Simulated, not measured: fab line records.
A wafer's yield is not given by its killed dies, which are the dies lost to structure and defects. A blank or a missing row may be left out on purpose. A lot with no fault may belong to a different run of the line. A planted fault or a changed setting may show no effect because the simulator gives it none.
fab line records | flow sky130
[record] lots = 6 wafers = 18 lastDay = 50
route steps=708 shown NWELL@82 PWDE@84 VT_ADJUST_HVTP@85 PAD_OPEN@708
lots that met no fault: taken from a fault-free run of the same line
startH: hours from the record's opening day to when the first of the lot's shown wafers began | waitH: time in hours since the lot's previous step | " the same as in the row above | L1.1+2: a single row standing in for several wafers | - value missing, or start not given | * or withheld: withheld | < > ~ a bound
route shown NAME@n: NAME is a module with steps in the file, n the number in the route of the first one | usual: mean and standard deviation over wafers with no fault | same: alike in all rows | chamber/n: place in a boat | sites: the reading at each site | _std_site: the standard deviation of these | _edge_site: inner sites' mean taken away from outer sites' mean | radiusMm: for every site, how far away it sits from the centre of the wafer | mask NAME#n: copy n | behind: the most recent tool/chamber to have shaped the wafer | hold: the reason the lot was held/the length of the hold in hours/how it ended | device: the transistor (n, p or np) that didn't switch | end of line: at the end of the route, the tests of the same wafers | step lacking rows: just its recipe | killed: the dies lost at the first sort to structure and to defects; this is not the yield of the wafer | map: the dies of a wafer, with x for killed, . for not killed, _ for no die there
set.NAME: setting as actually run; set.NAME@STEP: the setting as run at that earlier step | model.NAME: the simulator's own value behind a step, which no gauge read
lots seen at some steps along the route; tables by step, rows by wafer
services: from which hour (startH, from the record's first day; less than 0 if before it) a tool's chamber was out of use, for how many hours, and why
[[steps]]
[step SKY_NWELL_RS_MEAS_29]
[recipe] thkMeasGauge = four-point-probe
[usual] NWELL_RS = 624.8/1.5
// columns lot.wafer tool chamber startH waitH NWELL_RS[ohm/sq]
L957.2 filmMetro-04 - 120.09 0.1 623.8
L957.3 " - " " 624.7
L957.4 " - " " 623.9
L958.2 filmMetro-01 - 127.26 0.1 624.7
L958.4 " - " " 624.4
L958.5 " - " " 625.5
L961.1 filmMetro-04 - 143.02 0.1 622.7
L961.4 " - " " 623.8
L961.5 " - " " 623.7
L962.1 filmMetro-04 - 148.87 0.1 622.7
L962.3 " - " " 622.8
L962.5 " - " " 624.2
L971.2 filmMetro-02 - 201.59 0.1 625.5
L971.3 " - " " 626.2
L971.4 " - " " 625.4
L976.2 filmMetro-04 - 230.94 0.1 624.3
L976.4 " - " " 622.9
L976.5 " - " " 623.0
[step SKY_NWELL_RS_MEAS_31]
[recipe] thkMeasGauge = four-point-probe
[usual] PWDE_RS = 5277/21
// columns lot.wafer tool chamber startH waitH PWDE_RS[ohm/sq]
L957.2 filmMetro-04 - 120.33 0.1 5251
L957.3 " - " " 5255
L957.4 " - " " 5261
L958.2 filmMetro-01 - 127.50 0.1 5264
L958.4 " - " " 5278
L958.5 " - " " 5260
L961.1 filmMetro-04 - 143.26 0.1 5265
L961.4 " - " " 5253
L961.5 " - " " 5249
L962.1 filmMetro-04 - 149.11 0.1 5296
L962.3 " - " " 5280
L962.5 " - " " 5289
L971.2 filmMetro-02 - 201.83 0.1 5282
L971.3 " - " " 5254
L971.4 " - " " 5264
L976.2 filmMetro-04 - 231.18 0.1 5237
L976.4 " - " " 5266
L976.5 " - " " 5275
[step SKY_VT_ADJUST_HVTP_DEHYDRATE_00]
[recipe] tempC = 200 timeS = 60
[step SKY_VT_ADJUST_HVTP_HMDS_01]
[recipe] primeTimeS = 60 primeTempC = 120
[step SKY_VT_ADJUST_HVTP_COAT_02]
[recipe] resist = NOVOLAK spinRpm = 3000 resistThkNm = 1140
[step SKY_VT_ADJUST_HVTP_SOFTBAKE_03]
[recipe] tempC = 90 timeS = 60 resist = NOVOLAK
[step SKY_VT_ADJUST_HVTP_EXPOSE_04]
[recipe] maskId = HVTPM na = 0.6 sourceShape = conventional sigmaOuter = 0.6 polarization = unpolarized targetCdNm = 380 doseMj = 140
[step SKY_VT_ADJUST_HVTP_PEB_05]
[recipe] tempC = withheld timeS = * resist = NOVOLAK
[step SKY_VT_ADJUST_HVTP_DEVELOP_06]
[recipe] resist = NOVOLAK developer = TMAH developTimeS = 60 devTempC = 23
[step SKY_VT_ADJUST_HVTP_CD_MEAS_07]
[recipe] targetCdNm = 380
[usual] cdNm = 380.2/2.5
// columns lot.wafer tool chamber startH waitH cdNm
L957.2 cdSem-01 - 139.34 0.1 384.1
L957.3 " - " " 382.0
L957.4 " - " " 383.7
L958.2 cdSem-02 - 145.69 0.1 378.3
L958.4 " - " " 376.7
L958.5 " - " " 376.7
L961.1 cdSem-02 - 162.32 0.1 380.4
L961.4 " - " " 381.2
L961.5 " - " " 380.9
L962.1 cdSem-02 - 167.33 0.1 376.2
L962.3 " - " " 373.8
L962.5 " - " " 375.4
L971.2 cdSem-01 - 222.07 0.1 377.2
L971.3 " - " " 376.4
L971.4 " - " " 377.1
L976.2 cdSem-02 - 253.77 0.1 378.0
L976.4 " - " " 379.1
L976.5 " - " " 378.4
[step SKY_VT_ADJUST_HVTP_OVL_MEAS_08]
[usual] VT_ADJUST_HVTP_OVL = -0.2/1.5
// columns lot.wafer tool chamber startH waitH VT_ADJUST_HVTP_OVL[nm]
L957.2 overlay-02 - 139.44 0.1 0.3
L957.3 " - " " -0.2
L957.4 " - " " -0.5
L958.2 overlay-01 - 145.79 0.1 -2.1
L958.4 " - " " -1.9
L958.5 " - " " -1.4
L961.1 overlay-01 - 162.44 0.1 -0.9
L961.4 " - " " 0.1
L961.5 " - " " -0.5
L962.1 overlay-02 - 167.45 0.1 0.3
L962.3 " - " " -0.1
L962.5 " - " " 0.8
L971.2 overlay-01 - 222.17 0.1 2.4
L971.3 " - " " 0.6
L971.4 " - " " 0.1
L976.2 overlay-02 - 253.87 0.1 2.5
L976.4 " - " " 2.0
L976.5 " - " " 1.9
[step SKY_VT_ADJUST_HVTP_IMPLANT_09]
[recipe] species = As energyKev = 150 doseCm2 = 4.3e+12 tiltDeg = withheld
[usual] doseIonsCm2 = 4.3e+12/5.6e+09
[same] implantIonAmu = 75
// columns lot.wafer tool chamber startH waitH doseIonsCm2
L957.2 implanter-02 0 139.50 0.0 4.303e+12
L957.3 " 0 " " 4.305e+12
L957.4 " 0 " " 4.305e+12
L958.2 implanter-03 0 145.85 0.0 4.295e+12
L958.4 " 0 " " 4.296e+12
L958.5 " 0 " " 4.298e+12
L961.1 implanter-03 0 162.47 0.0 4.301e+12
L961.4 " 0 " " 4.299e+12
L961.5 " 0 " " 4.301e+12
L962.1 implanter-03 0 167.49 0.0 4.296e+12
L962.3 " 0 " " 4.301e+12
L962.5 " 0 " " 4.303e+12
L971.2 implanter-01 0 222.23 0.0 4.299e+12
L971.3 " 0 " " 4.301e+12
L971.4 " 0 " " 4.302e+12
L976.2 implanter-02 0 253.93 0.0 4.299e+12
L976.4 " 0 " " 4.294e+12
L976.5 " 0 " " 4.29e+12
[step SKY_VT_ADJUST_HVTP_STRIP_10]
[recipe] chemistry = O2/N2 powerW = 1400 pressureMtorr = 1500 platenTempC = withheld o2FlowSccm = 3000 n2FlowSccm = 300 overashFraction = 0.5
[usual] drypumpMotorCurrentA = 5.7/0.42 oesProductAu = 0.715/0.0047 stripTimeToEndpointS = 14.18/0.037
// columns lot.wafer tool chamber startH waitH drypumpMotorCurrentA oesProductAu rfHoursCounterH stripTimeToEndpointS
L957.2 plasmaAsher-02 0 139.62 0.1 6.1 0.724 33 14.15
L957.3 " 0 " " 6.1 0.705 - 14.13
L957.4 " 1 " " 5.4 0.719 - 14.16
L958.2 plasmaAsher-02 1 145.97 0.1 5.4 0.712 34 14.18
L958.4 " 0 " " 6.1 0.715 - 14.15
L958.5 " 0 " " 6.1 0.708 - 14.15
L961.1 plasmaAsher-01 0 162.62 0.1 6.4 0.722 43 14.10
L961.4 " 1 " " 5.0 0.715 - 14.12
L961.5 " 1 " " 5.0 0.717 - 14.13
L962.1 plasmaAsher-02 1 167.64 0.1 5.4 0.715 36 14.24
L962.3 " 1 " " 5.5 0.715 - 14.23
L962.5 " 1 " " 5.5 0.710 - 14.19
L971.2 plasmaAsher-03 0 222.35 0.1 5.8 0.718 10 14.19
L971.3 " 0 " " 5.8 0.716 - 14.19
L971.4 " 1 " " 5.7 0.717 - 14.20
L976.2 plasmaAsher-01 0 254.05 0.1 6.4 0.715 52 14.21
L976.4 " 1 " " 5.0 0.714 - 14.26
L976.5 " 1 " " 4.9 0.720 - 14.22
[step SKY_VT_ADJUST_HVTP_TW_MEAS_11]
[usual] VT_ADJUST_HVTP_TW = 1368/11
// columns lot.wafer tool chamber startH waitH hold VT_ADJUST_HVTP_TW
L957.2 filmMetro-02 - 139.73 0.1 - 1356
L957.3 " - " " - 1350
L957.4 " - " " - 1359
L958.2 filmMetro-03 - 146.08 0.1 - 1362
L958.4 " - " " - 1365
L958.5 " - " " - 1364
L961.1 filmMetro-04 - 162.72 0.1 awaitDispo/0.2h/release 1219
L961.4 " - " " awaitDispo/0.2h/release 1217
L961.5 " - " " awaitDispo/0.2h/release 1376
L961.1 filmMetro-04 - 162.95 0.2 - 1221
L961.4 " - " " - 1216
L961.5 " - " " - 1373
L962.1 filmMetro-04 - 167.74 0.1 awaitDispo/0.2h/release 1221
L962.3 " - " " awaitDispo/0.2h/release 1374
L962.5 " - " " awaitDispo/0.2h/release 1379
L962.1 filmMetro-04 - 167.96 0.2 - 1219
L962.3 " - " " - 1371
L962.5 " - " " - 1379
L971.2 filmMetro-03 - 222.46 0.1 - 1357
L971.3 " - " " - 1357
L971.4 " - " " - 1360
L976.2 filmMetro-04 - 254.16 0.1 - 1378
L976.4 " - " " - 1375
L976.5 " - " " - 1376
[step SKY_PAD_OPEN_PROBE_99]
[usual] killed_at_M0_to_M3 = 42/7.4 killed_at_M4_up = 3.4/1.8 killedAtContacts = 25/5.4 killedAtFrontEnd = 15/4.4 killedAtOther = 0.2/0.52 killedDies = 86/9.3 killedOpen = 47/7.6 killedShort = 39/6.5
[same] grossDies = 492 killedAtBackSide = 0
// columns lot.wafer tool chamber startH waitH hold killed_at_M0_to_M3 killed_at_M4_up killedAtContacts killedAtFrontEnd killedAtOther killedDies killedOpen killedShort
L957.2 prober-01 - 1088.04 0.1 - 46 2 27 18 0 93 47 46
L957.3 prober-01 - 1088.09 0.2 - 38 3 24 16 0 81 48 33
L957.4 prober-01 - 1088.14 0.2 - 41 5 18 18 2 84 43 41
L958.2 prober-02 - 1090.50 0.1 - 30 2 25 16 0 73 46 27
L958.4 prober-02 - 1090.60 0.2 - 37 4 28 17 0 86 46 40
L958.5 prober-02 - 1090.65 0.2 - 45 1 23 17 0 86 40 46
L961.1 prober-01 - 1112.12 0.1 awaitDispo/3.0h/release 37 2 26 28 0 93 45 48
L961.4 prober-01 - 1112.27 0.2 awaitDispo/3.0h/release 40 6 26 15 0 87 49 38
L961.5 prober-01 - 1112.32 0.2 awaitDispo/3.0h/release 43 5 17 18 1 84 48 36
L962.1 prober-02 - 1113.62 0.1 awaitDispo/3.0h/release 39 4 20 8 0 71 35 36
L962.3 prober-02 - 1113.72 0.2 awaitDispo/3.0h/release 43 2 15 20 0 80 46 34
L962.5 prober-02 - 1113.82 0.2 awaitDispo/3.0h/release 39 3 30 16 0 88 49 39
L971.2 prober-02 - 1160.89 0.1 - 51 5 30 14 0 100 57 43
L971.3 prober-02 - 1160.94 0.2 - 49 3 34 19 0 105 63 42
L971.4 prober-02 - 1160.99 0.2 - 41 3 24 23 0 91 50 41
L976.2 prober-01 - 1188.20 0.1 - 35 5 33 13 0 86 43 43
L976.4 prober-01 - 1188.30 0.2 - 38 3 21 6 0 68 44 24
L976.5 prober-01 - 1188.35 0.2 - 31 5 30 17 0 83 46 37
// killed by level:class
L957.2 CONTACT:geometricParticle:open=11 VIA2:geometricParticle:open=8 METAL2:geometricParticle:short=7 CONTACT:geometricParticle:short=6 VIA1:geometricParticle:open=6 VIA3:geometricParticle:open=6 FIELD_ISO:geometricParticle:short=4 POLY_GATE:geometricParticle:open=4
L957.3 VIA1:geometricParticle:open=14 CONTACT:geometricParticle:open=11 VIA1:geometricParticle:short=7 POLY_GATE:geometricParticle:open=6 LI_CONTACT:geometricParticle:open=6 FIELD_ISO:geometricParticle:short=4 POLY_GATE:geometricParticle:short=4 METAL1:geometricParticle:short=4
L957.4 VIA2:geometricParticle:open=10 METAL1:geometricParticle:short=7 VIA1:geometricParticle:open=7 CONTACT:geometricParticle:open=6 POLY_GATE:geometricParticle:short=5 LI_CONTACT:geometricParticle:open=5 METAL2:geometricParticle:short=5 FIELD_ISO:geometricParticle:open=4
L958.2 CONTACT:geometricParticle:open=10 VIA1:geometricParticle:open=8 LI_CONTACT:geometricParticle:open=7 FIELD_ISO:geometricParticle:open=6 VIA2:geometricParticle:open=6 LOCAL_INTERCONNECT:geometricParticle:short=5 VIA3:geometricParticle:open=4 VIA3:geometricParticle:short=4
L958.4 CONTACT:geometricParticle:open=8 VIA1:geometricParticle:open=8 LI_CONTACT:geometricParticle:open=7 CONTACT:geometricParticle:short=7 METAL2:geometricParticle:short=7 FIELD_ISO:geometricParticle:open=5 VIA3:geometricParticle:open=5 LOCAL_INTERCONNECT:geometricParticle:short=5
L958.5 FIELD_ISO:geometricParticle:short=8 CONTACT:geometricParticle:open=8 METAL2:geometricParticle:short=8 VIA1:geometricParticle:open=7 VIA3:geometricParticle:open=7 LI_CONTACT:geometricParticle:open=6 METAL1:geometricParticle:short=6 POLY_GATE:geometricParticle:short=4
L961.1 VIA1:geometricParticle:open=11 LI_CONTACT:geometricParticle:open=9 FIELD_ISO:geometricParticle:short=6 POLY_GATE:geometricParticle:short=6 METAL1:geometricParticle:short=6 LI_CONTACT:geometricParticle:short=5 CONTACT:geometricParticle:open=5 VIA2:geometricParticle:short=5
L961.4 VIA1:geometricParticle:open=11 VIA3:geometricParticle:open=9 CONTACT:geometricParticle:open=8 CONTACT:geometricParticle:short=6 METAL2:geometricParticle:short=6 POLY_GATE:geometricParticle:open=5 LOCAL_INTERCONNECT:geometricParticle:short=5 LI_CONTACT:geometricParticle:open=4
L961.5 VIA1:geometricParticle:open=11 VIA1:geometricParticle:short=6 LI_CONTACT:geometricParticle:open=6 VIA2:geometricParticle:open=6 POLY_GATE:geometricParticle:short=5 POLY_GATE:geometricParticle:open=5 CONTACT:geometricParticle:open=5 VIA3:geometricParticle:open=5
L962.1 VIA3:geometricParticle:open=7 LI_CONTACT:geometricParticle:open=6 VIA1:geometricParticle:open=6 CONTACT:geometricParticle:open=5 METAL2:geometricParticle:short=4 CONTACT:geometricParticle:short=4 VIA2:geometricParticle:short=4 VIA3:geometricParticle:short=4
L962.3 VIA1:geometricParticle:open=11 VIA2:geometricParticle:open=9 FIELD_ISO:geometricParticle:short=8 FIELD_ISO:geometricParticle:open=6 CONTACT:geometricParticle:open=6 LI_CONTACT:geometricParticle:open=5 VIA1:geometricParticle:short=5 VIA3:geometricParticle:open=5
L962.5 LI_CONTACT:geometricParticle:open=10 VIA2:geometricParticle:open=9 VIA1:geometricParticle:short=8 VIA3:geometricParticle:open=6 CONTACT:geometricParticle:open=6 LOCAL_INTERCONNECT:geometricParticle:short=5 VIA1:geometricParticle:open=5 POLY_GATE:geometricParticle:open=4
L971.2 VIA1:geometricParticle:open=15 LI_CONTACT:geometricParticle:open=10 CONTACT:geometricParticle:open=10 VIA2:geometricParticle:open=7 VIA3:geometricParticle:open=7 LOCAL_INTERCONNECT:geometricParticle:short=5 CONTACT:geometricParticle:short=5 VIA1:geometricParticle:short=5
L971.3 VIA1:geometricParticle:open=16 LI_CONTACT:geometricParticle:open=12 METAL1:geometricParticle:short=8 LOCAL_INTERCONNECT:geometricParticle:short=7 CONTACT:geometricParticle:open=7 POLY_GATE:geometricParticle:open=6 CONTACT:geometricParticle:short=6 VIA2:geometricParticle:open=5
L971.4 CONTACT:geometricParticle:open=10 FIELD_ISO:geometricParticle:short=9 VIA1:geometricParticle:open=9 LI_CONTACT:geometricParticle:open=6 VIA2:geometricParticle:open=6 VIA3:geometricParticle:open=6 POLY_GATE:geometricParticle:open=5 CONTACT:geometricParticle:short=5
L976.2 CONTACT:geometricParticle:open=13 LI_CONTACT:geometricParticle:open=9 POLY_GATE:geometricParticle:short=5 VIA1:geometricParticle:open=5 VIA1:geometricParticle:short=5 LOCAL_INTERCONNECT:geometricParticle:short=4 METAL1:geometricParticle:short=4 VIA3:geometricParticle:short=4
L976.4 VIA3:geometricParticle:open=9 VIA2:geometricParticle:open=9 LI_CONTACT:geometricParticle:open=8 METAL1:geometricParticle:short=6 VIA1:geometricParticle:open=6 METAL2:geometricParticle:short=4 CONTACT:geometricParticle:open=4 FIELD_ISO:geometricParticle:open=3
L976.5 CONTACT:geometricParticle:open=13 CONTACT:geometricParticle:short=8 METAL2:geometricParticle:open=6 VIA1:geometricParticle:open=5 POLY_GATE:geometricParticle:short=4 METAL1:geometricParticle:short=4 VIA2:geometricParticle:open=4 METAL4:geometricParticle:short=4
// map L961.1 (x killed, . not)
__________...x.x...._________
________...x.x.....x.._______
______.x.x..x......xx.xx_____
_____..x....x....x.......____
____..x........x.x..xx....___
___......x.x...............__
__x............x.x...x.x...._
_.....x...x.x.xx..xxxx..x....
_...x..x....x.............x..
_..x......x.x........x....x..
_....x...............x...x.x.
_x.x....x.x....x........x....
_.........x..x......x..x...x.
_x..x.x...x.....x........x.x.
_x.x............x............
__.....x......x.....x.x....._
___x.................x.....__
____.....x............x.x.___
_____................xx.x____
______...x....xx...xx..._____
________....x....xx..._______
__________.....x.x.._________
// map L962.5 (x killed, . not)
__________.x.x......_________
________.....x....x..._______
______........x.xx....x._____
_____.........x.x..x...x.____
____............x.x....x..___
___.x................x.....__
__.....xx....xx....xx......x_
_..x...x..x..........x..xx..x
_.......x.........x..x.......
_...xx.......x..........x..x.
_.........x.....x..x...x...x.
_.x..x.....x.....x......x....
_..xx..............x.........
_xx.xx..x.x.....x...........x
_......x............x........
__................x...x....x_
___..xx.x.x.xx.....x......x__
____.x..xx.......x.....x..___
_____..x.x...............____
______xx..x.....x..xx..._____
________.......x......_______
__________.........x_________
[[services]]
// columns tool chamber startH hours kind
implanter-02 - 116.26 1.5 repair
plasmaAsher-03 0 117.75 - clean
plasmaAsher-03 1 117.75 - clean
implanter-03 - 119.39 5.8 repair
plasmaAsher-01 - 121.35 14.6 pm
implanter-03 - 131.47 5.3 pm
implanter-01 - 151.28 6.5 pm
implanter-02 - 159.28 8.7 repair
plasmaAsher-03 - 159.55 1.3 repair
plasmaAsher-01 - 177.14 4.3 pm
implanter-03 - 182.36 6.3 repair
implanter-01 - 208.20 6.0 repair
plasmaAsher-03 - 210.47 2.5 repair
implanter-02 - 216.19 2.7 pm
implanter-03 - 243.46 2.7 pm
[[key]]
[firstSign] step = SKY_VT_ADJUST_HVTP_TW_MEAS_11 reading = visit direction = added
[effect] step = SKY_VT_ADJUST_HVTP_TW_MEAS_11 reading = VT_ADJUST_HVTP_TW direction = down sigmas = 14 usual = 1368 struck = 1219
[effect] step = SKY_PAD_OPEN_PROBE_99 reading = hold direction = added
metAt SKY_VT_ADJUST_HVTP_IMPLANT_09
struckWafers L961.1,L961.4,L962.1
testerLeftOut L961,L962
onsetBetween 145.85 162.47
[fault] kind = processParameterDrift tool = implanter-03 chamber = - onsetH = 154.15 steps = SKY_VT_ADJUST_HVTP_IMPLANT_09 channel = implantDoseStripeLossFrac offset = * shape = step endH = 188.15 scope = struckWafersOnly
// testerLeftOut: of these lots the tester's yield and bins aren't shown, on N5 and GAA mostly nor the transistor test; their killed dies are dies lost to structure and defects alone, not to doping, threshold or leakage, so they don't give the yield
